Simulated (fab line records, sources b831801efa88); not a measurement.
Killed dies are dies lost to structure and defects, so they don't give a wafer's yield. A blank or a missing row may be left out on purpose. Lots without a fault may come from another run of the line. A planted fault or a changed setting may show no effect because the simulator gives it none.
Chamber matching | flow sky130 | SKY_VIA4_CMP_21 on cmp-02: 4 sister chambers
The step polishes, stops on SiO2, t overpolish 25 s, target thk 0 nm. 4 wafers are shown with their chamber, then 9 later ones without.

WAFERS WITH THEIR CHAMBER
wafer  | chamber | motor_current_A (A)
L194.3 | 3       | 10.2
L197.1 | 0       | 8.2
L197.4 | 2       | 12.5
L197.5 | 1       | 10.6

WAFERS WITHOUT THEIR CHAMBER
wafer  | motor_current_A (A)
L200.3 | 10.3
L200.5 | 8.4
L200.6 | 11.2
L206.1 | 10.7
L206.4 | 12.1
L206.6 | 8.2
L207.1 | 10.1
L207.2 | 8.3
L207.3 | 12.7

WHICH CHAMBER EACH WENT THROUGH
wafer  | from the rows above     | in truth
L200.3 | can't be placed: 3 or 1 | 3
L200.5 | 0                       | 0
L200.6 | can't be placed: 1 or 3 | 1
L206.1 | can't be placed: 1 or 3 | 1
L206.4 | 2                       | 2
L206.6 | 0                       | 0
L207.1 | can't be placed: 3 or 1 | 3
L207.2 | 0                       | 0
L207.3 | 2                       | 2
Placed correctly: 5 of 9. Can't be placed from these rows: 4 (the true chamber is among the candidates in 4). Placed wrongly: 0.
How it was worked out, from the rows above alone: a wafer's distance from a chamber is the root of the sum, over the readings, of the square of ((its reading less the chamber's mean) divided by the reading's scatter). The wafer belongs to the nearest chamber; if the next one is less than 2 further off, it can't be placed. A chamber's mean is the mean of its shown wafers. The scatter: with one shown wafer a chamber, the root of the mean of the squares of how far each hidden wafer lies from its nearest shown one.
